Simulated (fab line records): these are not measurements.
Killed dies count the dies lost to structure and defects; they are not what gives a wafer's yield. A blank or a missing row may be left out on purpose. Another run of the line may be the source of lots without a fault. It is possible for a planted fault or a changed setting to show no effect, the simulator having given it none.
Matching of chambers / flow gf180mcu / cmp-02 running GF_V3_CMP_26: 4 sister chambers
The step polishes, stops on SiO2, t overpolish 15 s, target thk 0 nm. 4 wafers are shown with their chamber, then 10 later ones without.

== WAFERS, EACH WITH ITS CHAMBER ==
wafer=L112.5; chamber=2; motorCurrentA (A)=10.6
wafer=L113.5; chamber=0; motorCurrentA (A)=10.9
wafer=L116.1; chamber=3; motorCurrentA (A)=10.3
wafer=L116.3; chamber=1; motorCurrentA (A)=10.1

== WAFERS MISSING THEIR CHAMBER ==
wafer=L116.4; motorCurrentA (A)=10.8
wafer=L124.1; motorCurrentA (A)=10.3
wafer=L124.2; motorCurrentA (A)=11.1
wafer=L124.3; motorCurrentA (A)=10.8
wafer=L125.2; motorCurrentA (A)=11.1
wafer=L125.3; motorCurrentA (A)=10.8
wafer=L125.6; motorCurrentA (A)=11.2
wafer=L126.1; motorCurrentA (A)=10.6
wafer=L126.2; motorCurrentA (A)=9.9
wafer=L126.3; motorCurrentA (A)=11.6

== CHAMBER TAKEN BY EACH ==
wafer=L116.4; from the rows above=can't be placed: 0 or 2 or 3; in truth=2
wafer=L124.1; from the rows above=can't be placed: 3 or 1 or 2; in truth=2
wafer=L124.2; from the rows above=can't be placed: 0 or 2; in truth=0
wafer=L124.3; from the rows above=can't be placed: 0 or 2 or 3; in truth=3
wafer=L125.2; from the rows above=can't be placed: 0 or 2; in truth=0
wafer=L125.3; from the rows above=can't be placed: 0 or 2 or 3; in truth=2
wafer=L125.6; from the rows above=can't be placed: 0 or 2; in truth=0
wafer=L126.1; from the rows above=can't be placed: 2 or 3 or 0 or 1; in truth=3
wafer=L126.2; from the rows above=can't be placed: 1 or 3 or 2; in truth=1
wafer=L126.3; from the rows above=can't be placed: 0 or 2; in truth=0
Correctly placed: 0 of 10. Cannot be placed on the basis of these rows: 10; the candidates contain the true chamber in 10. Placed wrongly: 0.
How it was worked out, from the rows above alone: a wafer's distance from a chamber is the root of the sum, over the readings, of the square of ((its reading less the chamber's mean) divided by the reading's scatter). If the next closest chamber is less than 2 further off than the closest, the wafer can't be placed; otherwise it belongs to the closest. A chamber's mean is the mean of its shown wafers. The scatter: with one shown wafer a chamber, the root of the mean of the squares of how far each hidden wafer lies from its nearest shown one.
